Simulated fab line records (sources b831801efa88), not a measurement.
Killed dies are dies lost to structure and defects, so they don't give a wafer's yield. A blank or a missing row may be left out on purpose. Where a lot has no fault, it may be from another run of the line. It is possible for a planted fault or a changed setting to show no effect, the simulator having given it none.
Struck lot and sound lot, side by side	flow sfq-line	31 out of 325 route steps
Sound: the wafers L718.2, L718.3, L718.6. Struck: wafer L722.5 (left out: L722.4, L722.6 of the same lot, which were not struck); the cause appears at the end.
Per side, at each step with rows, come the tool, then ch with its chambers, and then its first start. Under that, the readings that differ: sound wafers	struck wafers	difference of the means	sigmas: that difference in standard deviations of wafers without a fault.
alike: readings whose means differ by less than 2 such deviations, and words and numbers that are the same on both sides. not compared: withheld readings, readings that some wafer has no value for, bounds like >300 that may hide the same value, and numbers for which the record gives no deviation and whose values overlap.
A row with sigmas, a row that says differs or no value, or rows on one side alone: a step with any of these is where the two part. When numbers do not overlap yet have no deviation, they are printed without sigmas and do not part them. Lack of a reading on every wafer of one side parts them only where that side has two or more wafers.

SFQ_INCOMING_BOW_MEAS_900:
  sound: film-metro-03 at day 2 11:01; struck: film-metro-03 at day 3 07:04
  alike: INCOMING_BOW
then, 1 step without rows for these wafers: SFQ_TRILAYER_INCOMING_OXIDATION_002 (target thk 500 nm, ox time 4939 s).
SFQ_TRILAYER_L0_DEP_SPUTTER_003: material MoNx KI, target thk 40 nm, time 100 s.
  sound: pvd-sputter-06 at day 2 13:29; struck: pvd-sputter-06 at day 3 09:29
reading	sound	struck	difference	sigmas
throttle-valve-pct (%)	31.3 28.1 31.5	28.2	-2.1	-2
model.MoNx_KI_of_TRILAYER_L0_DEP_SPUTTER_003.thk-nm (nm)	39.84 40.46 40.11	24.69	-15.45	
  alike: chamber-pressure-pa
SFQ_L0_RS_MEAS_901: measures by four-point-probe.
  sound: film-metro-03 at day 2 13:35; struck: film-metro-03 at day 3 09:55
reading	sound	struck	difference	sigmas
L0_MONX_KI_RS (ohm/sq)	43.6 43.0 43.5	70.6	+27.2	+66
  not compared: hold
SFQ_L0_THK_MEAS_902: measures by xrf.
  sound: film-metro-03 at day 2 13:41; struck: film-metro-03 at day 3 11:28
reading	sound	struck	difference	sigmas
L0_MONX_KI_THK (nm)	39.9 40.0 39.7	24.3	-15.6	-35
  not compared: hold
then, 5 steps without rows for these wafers: SFQ_TRILAYER_L0_LITHO_COAT_005 (resist thk 600 nm); SFQ_TRILAYER_L0_LITHO_SOFTBAKE_009; SFQ_TRILAYER_L0_LITHO_EXPOSE_006 (exposes mask L0, target cd 2000 nm); SFQ_TRILAYER_L0_LITHO_PEB_008 (peb time 60 s); SFQ_TRILAYER_L0_LITHO_DEVELOP_007 (time 60 s).
-- the record jumps here: 4 days lie between the struck wafers' starts before and after --
SFQ_TRILAYER_L0_BARC_OPEN_METAL_ETCH_010: etches BARC in O2, target depth 125 nm, time 41.7 s.
  sound on rie-metal-01 ch 0,1, day 5 20:55; struck on rie-metal-01 ch 0, day 7 17:52
  alike: drypump-motor-current-A, oes-product-au
  not compared: rf-hours-counter-h
SFQ_TRILAYER_L0_ETCH_METAL_ETCH_008: etches MoNx KI in SF6/O2, stops on SiO2, target depth 50 nm, time 25 s.
  sound on rie-metal-01 ch 0,1, day 5 20:58; struck on rie-metal-01 ch 0, day 7 17:55
reading	sound	struck	difference	sigmas
oes-product-au (a.u.)	0.870 0.882 0.875	0.683	-0.193	-29
  alike: drypump-motor-current-A
  not compared: rf-hours-counter-h
SFQ_TRILAYER_L0_STRIP_STRIP_009: strips in O2.
  sound on rie-metal-01 ch 0,1, day 5 21:01; struck on rie-metal-01 ch 0, day 7 18:09
  alike: drypump-motor-current-A, oes-product-au
  not compared: rf-hours-counter-h
then, 1 step without rows for these wafers: SFQ_TRILAYER_L0_STRIP_SOLV_CLEAN_010 (cleans in NMP, time 600 s).
SFQ_TRILAYER_L0_CAP_PECVD_011: deposits SiO2 from SiH4/N2O, time 13.333 s, target thk 60 nm.
  sound on pecvd-02 ch 0,1, day 5 21:49; struck on pecvd-01 ch 0, day 7 18:45
  alike: heater-power-w, throttle-valve-pct
then, 6 steps without rows for these wafers: SFQ_TRILAYER_L0_VIA_LITHO_COAT_018 (resist thk 62 nm); SFQ_TRILAYER_L0_VIA_LITHO_COAT_013 (resist thk 650 nm); SFQ_TRILAYER_L0_VIA_LITHO_SOFTBAKE_017; SFQ_TRILAYER_L0_VIA_LITHO_EXPOSE_014 (exposes mask L0V, target cd 700 nm); SFQ_TRILAYER_L0_VIA_LITHO_PEB_016 (peb time 60 s); SFQ_TRILAYER_L0_VIA_LITHO_DEVELOP_015 (time 60 s).
-- the record jumps here: 4 days lie between the struck wafers' starts before and after --
SFQ_L0V_OVL_MEAS_903:
  sound: overlay-01 at day 10 14:22; struck: overlay-01 at day 12 03:46
  alike: L0V_OVL
SFQ_TRILAYER_L0_VIA_BARC_OPEN_VIA_ETCH_021: etches BARC in O2, target depth 125 nm, time 41.7 s.
  sound on rie-diel-04 ch 1,3, day 10 14:24; struck on rie-diel-04 ch 1, day 12 03:46
  alike: drypump-motor-current-A, oes-product-au
  not compared: rf-hours-counter-h
then, 1 step without rows for these wafers: SFQ_TRILAYER_L0_VIA_ETCH_VIA_ETCH_016 (etches SiO2 in CHF3, stops on MoNx KI, target depth 80 nm).
SFQ_TRILAYER_L0_VIA_STRIP_STRIP_017: strips in O2.
  sound on rie-metal-03 ch 1, day 10 14:29; struck on rie-metal-02 ch 0, day 12 04:04
reading	sound	struck	difference	sigmas
drypump-motor-current-A (A)	4.8 4.8 4.8	6.0	+1.2	+3
  alike: oes-product-au
  not compared: rf-hours-counter-h
then, 3 steps without rows for these wafers: SFQ_TRILAYER_L0_VIA_STRIP_SOLV_CLEAN_018 (cleans in NMP, time 600 s); SFQ_TRILAYER_M0_DEP_PRE_CLEAN_020 (time 15 s); SFQ_TRILAYER_M0_DEP_SPUTTER_019 (material Nb, target thk 200 nm, time 133.3 s).
SFQ_M0_RS_MEAS_904: measures by four-point-probe.
  sound: film-metro-02 at day 10 15:27; struck: film-metro-01 at day 12 04:49
  alike: M0_NB_RS
then, 1 step without rows for these wafers: SFQ_TRILAYER_M0_LITHO_COAT_026 (resist thk 62 nm).
-- the record jumps here: 81 days lie between the struck wafers' starts before and after --
SFQ_M8_BOW_MEAS_951:
  sound: film-metro-03 at day 91 16:32; struck: film-metro-03 at day 92 19:28
reading	sound	struck	difference	sigmas
model.etest.l0.ohm-sq	43.69 43.01 43.39	70.51	+27.15	
model.etest.l0v.link-ohm	44.61 43.94 44.31	71.43	+27.14	
model.etest.l0.ohm-um	21.86 21.53 21.72	35.28	+13.58	
  alike: M8_BOW

## WHERE THEY PART
Last at SFQ_TRILAYER_L0_VIA_STRIP_STRIP_017 as far as this record goes, first at SFQ_TRILAYER_L0_DEP_SPUTTER_003. Later steps at which nothing parts them and some readings are alike: SFQ_M0_RS_MEAS_904, SFQ_M8_BOW_MEAS_951.

WHY: the cause the simulator had injected
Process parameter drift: pvd-sputter-06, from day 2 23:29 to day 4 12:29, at SFQ_TRILAYER_L0_DEP_SPUTTER_003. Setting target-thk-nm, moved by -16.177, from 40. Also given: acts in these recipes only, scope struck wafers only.
